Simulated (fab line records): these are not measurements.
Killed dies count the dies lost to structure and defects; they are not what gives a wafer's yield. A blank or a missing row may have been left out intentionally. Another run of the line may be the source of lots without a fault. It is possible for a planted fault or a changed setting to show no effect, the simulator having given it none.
Matching of chambers	flow sky130	4 sister chambers for SKY_VIA4_CMP_02 on cmp-02
The step polishes SiO2. 14 wafers are shown with their chamber, then 6 later ones without.

WAFERS, EACH WITH ITS CHAMBER
wafer	chamber	motor_current_A (A)
L447.3	3	15.3
L447.4	0	14.5
L447.5	3	14.9
L448.3	1	11.1
L448.4	0	13.2
L448.6	1	11.8
L451.3	2	12.9
L451.5	0	13.1
L451.6	1	11.8
L458.2	0	13.3
L458.3	3	15.7
L458.4	2	12.3
L462.3	0	13.2
L462.4	1	11.6

SIGNATURES (means of the wafers above)
reading	chamber 0	chamber 1	chamber 2	chamber 3	scatter within a chamber
motor_current_A	13.460	11.575	12.600	15.300	0.469
Rule: for each reading, subtract the chamber's mean from the wafer's reading, divide by that reading's scatter and square the result; add these up over the readings and take the root, which gives the wafer's distance from the chamber. The wafer belongs to the nearest chamber; if the next one is less than 2 further off, it can't be placed. The scatter: take each reading less its chamber's mean, square it, sum over the shown wafers, divide by the number of wafers less the number of chambers, and take the root.

WAFERS WITHOUT THEIR CHAMBER
wafer	motor_current_A (A)
L462.6	12.9
L463.2	14.6
L463.3	13.2
L463.4	13.9
L464.3	13.0
L464.4	15.6

WHICH CHAMBER EACH WENT THROUGH
wafer	from the rows above	in truth
L462.6	can't be placed: 2 or 0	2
L463.2	can't be placed: 3 or 0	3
L463.3	can't be placed: 0 or 2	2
L463.4	can't be placed: 0 or 2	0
L464.3	can't be placed: 2 or 0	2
L464.4	3	3
Correctly placed: 1 of 6. Can't be placed from these rows: 5 (the true chamber is among the candidates in 5). Number placed wrongly: 0.
